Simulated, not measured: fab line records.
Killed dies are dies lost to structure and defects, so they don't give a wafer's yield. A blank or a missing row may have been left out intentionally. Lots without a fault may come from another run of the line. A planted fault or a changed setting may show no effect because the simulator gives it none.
A lot that was struck, set against a sound lot | flow gf180mcu | 16 steps out of a route of 602
Sound: wafers L822.2, L822.5, L822.6. Wafers struck: L825.2, L825.5, L825.6. The cause comes at the end.
At each step with rows: each side's tool, then ch and its chambers, then its first start. Under that, the readings that differ: sound wafers | struck wafers | difference of the means | sigmas: that difference in standard deviations of wafers without a fault.
alike: same words and numbers on both sides, and readings whose means sit less than 2 such deviations apart. not compared: any withheld reading, any reading some wafer has no value for, any bound like >300 that may hide the same value, and any number with overlapping values for which the record gives no deviation.
The two part at a step that has a row with sigmas, a row that says differs or no value, or rows on one side only. Numbers that have no deviation but don't overlap get no sigmas and don't part them. A reading missing from all wafers of one side parts the sides only when that side holds two or more wafers.

GF_V5_CMP_04: polishes SiO2.
  sound on cmp-01 ch 2,3, day 28 17:02; struck on cmp-02 ch 0,1,2, day 29 06:47
  alike: motor current A, slurry filter dp kPa
GF_V5_BOW_MEAS_05:
  sound: film metro-03 at day 28 17:22; struck: film metro-01 at day 29 07:00
  alike: V5_BOW
then, 8 steps without rows for these wafers: GF_V5_DEHYDRATE_06 (time 60 s); GF_V5_HMDS_07 (prime time 60 s); GF_V5_COAT_08; GF_V5_COAT_09 (resist thk 1000 nm); GF_V5_SOFTBAKE_10 (time 60 s); GF_V5_EXPOSE_11 (exposes mask Via5, target cd 260 nm); GF_V5_PEB_12 (peb time 90 s); GF_V5_DEVELOP_13 (develop time 60 s).
GF_V5_CD_MEAS_14: the cd target is 260 nm.
  sound: cd sem-02 at day 29 12:55; struck: cd sem-01 at day 30 02:30
  alike: cd nm
GF_V5_OVL_MEAS_15:
  sound: overlay-01 at day 29 13:01; struck: overlay-02 at day 30 02:37
  alike: V5_OVL
GF_V5_ETCH_16: etches BARC in N2/H2.
  sound on rie diel-04 ch 0,1, day 29 13:02; struck on rie diel-01 ch 0,1, day 30 02:38
  no value came back on the struck wafers for any of 6 readings (bias w (W), chamber pressure mTorr (mTorr) and others); on the sound wafers bias w (W) reads 99.9 99.8 100.3
GF_V5_ETCH_17: etches SiO2 in C4F8/O2/Ar, stops on TiN, target depth 855 nm.
  sound on rie diel-04 ch 0,1; struck on rie diel-01 ch 0,1
  reading               | sound             | struck            | difference | sigmas
  oes product au (a.u.) | 0.855 0.858 0.855 | 0.378 0.374 0.373 | -0.481     | -99 or more
  alike: bias w, chamber pressure mTorr
GF_V5_STRIP_18: strips in O2/N2.
  sound on plasma asher-03 ch 0,1, day 29 13:11; struck on plasma asher-03 ch 0,1, day 30 02:47
  reading               | sound             | struck            | difference | sigmas
  oes product au (a.u.) | 0.573 0.574 0.572 | 0.587 0.583 0.590 | +0.014     | +3
  alike: drypump motor current A, heater power w
  not compared: rf hours counter h
then, 1 step without rows for these wafers: GF_V5_STRIP_19 (strips in post etch residue remover, time 1200 s).

== WHERE THEY PART ==
At GF_V5_ETCH_16 first; at GF_V5_STRIP_18 last (within this record only).

WHY: what had been put in by the simulator
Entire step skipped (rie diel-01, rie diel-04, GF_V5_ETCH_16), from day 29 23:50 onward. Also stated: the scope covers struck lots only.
